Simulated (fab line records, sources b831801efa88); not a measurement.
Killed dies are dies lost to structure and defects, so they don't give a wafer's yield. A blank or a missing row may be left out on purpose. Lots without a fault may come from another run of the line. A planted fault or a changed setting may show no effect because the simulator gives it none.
Chamber matching | flow sky130 | SKY_VIA1_CMP_02 on cmp-01: 4 sister chambers
The step polishes SiO2. 4 wafers are shown with their chamber, then 10 later ones without.

WAFERS WITH THEIR CHAMBER
wafer  | chamber | motor_current_A (A)
L361.4 | 1       | 13.0
L362.1 | 0       | 10.4
L367.1 | 2       | 11.3
L367.2 | 3       | 13.0

WAFERS WITHOUT THEIR CHAMBER
wafer  | motor_current_A (A)
L367.6 | 11.1
L370.3 | 10.5
L370.4 | 13.4
L370.5 | 10.4
L371.1 | 10.2
L371.3 | 12.9
L371.5 | 10.7
L372.1 | 10.7
L372.3 | 11.3
L372.6 | 10.2

WHICH CHAMBER EACH WENT THROUGH
wafer  | from the rows above     | in truth
L367.6 | 2                       | 2
L370.3 | 0                       | 0
L370.4 | can't be placed: 1 or 3 | 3
L370.5 | 0                       | 0
L371.1 | 0                       | 0
L371.3 | can't be placed: 1 or 3 | 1
L371.5 | can't be placed: 0 or 2 | 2
L372.1 | can't be placed: 0 or 2 | 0
L372.3 | 2                       | 2
L372.6 | 0                       | 0
Placed correctly: 6 of 10. Can't be placed from these rows: 4 (the true chamber is among the candidates in 4). Placed wrongly: 0.
How it was worked out, from the rows above alone: a wafer's distance from a chamber is the root of the sum, over the readings, of the square of ((its reading less the chamber's mean) divided by the reading's scatter). The wafer belongs to the nearest chamber; if the next one is less than 2 further off, it can't be placed. A chamber's mean is the mean of its shown wafers. The scatter: with one shown wafer a chamber, the root of the mean of the squares of how far each hidden wafer lies from its nearest shown one.
